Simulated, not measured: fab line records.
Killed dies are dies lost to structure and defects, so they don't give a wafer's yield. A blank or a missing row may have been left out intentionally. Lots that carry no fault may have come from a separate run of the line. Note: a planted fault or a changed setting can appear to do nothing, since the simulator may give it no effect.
Which tool did it? | flow gf180mcu | 12 lots (36 wafers sampled), 1 step of a 602-step route

== WHAT EACH GAUGE READ, for each wafer ==
GF_M4_THK_MEAS_06: measures by xrf.
lot  | measured     | on           | M4_ALCU_THK (nm)
L075 | day 22 20:53 | filmMetro-02 | 438 443 439
L077 | day 23 17:01 | filmMetro-03 | 453 453 452
L079 | day 24 08:31 | filmMetro-02 | 442 449 445
L081 | day 25 12:04 | filmMetro-01 | 448 451 452
L083 | day 25 20:22 | filmMetro-02 | 445 445 439
L085 | day 26 08:01 | filmMetro-03 | 458 455 448
L087 | day 27 03:29 | filmMetro-02 | 443 455 452
L089 | day 27 17:18 | filmMetro-02 | 446 447 439
L091 | day 28 08:01 | filmMetro-02 | 444 441 445
L093 | day 28 19:01 | filmMetro-03 | 454 453 451
L095 | day 29 08:36 | filmMetro-02 | 454 444 453
L097 | day 29 22:23 | filmMetro-03 | 436 447 445

== TOOL THAT RAN EACH LOT (tool first, then ch and the chambers of the sampled wafers, then the start) ==
The record holds no process step before these readings.

== THE ANSWER, worked out from the rows above alone ==
Rule: the usual values come from the lots themselves. Put in order of their means at a reading, lots are off if they are a third of the lots or fewer, leave a main group of 4 or more, and stand apart from it by a gap of 3 or more times the standard deviation of the main group's means; of several such gaps the widest counts. The tables above print the reading to a certain number of digits; a main group whose means all agree to those digits is not used. Also off: a lot with no number at a reading for which 4 or more lots have one. Any other lot the step has rows for is counted as sound.
No lot is off on any of the readings shown, so nothing can be concluded from this.

== WHAT HAD BEEN PUT IN BY THE SIMULATOR ==
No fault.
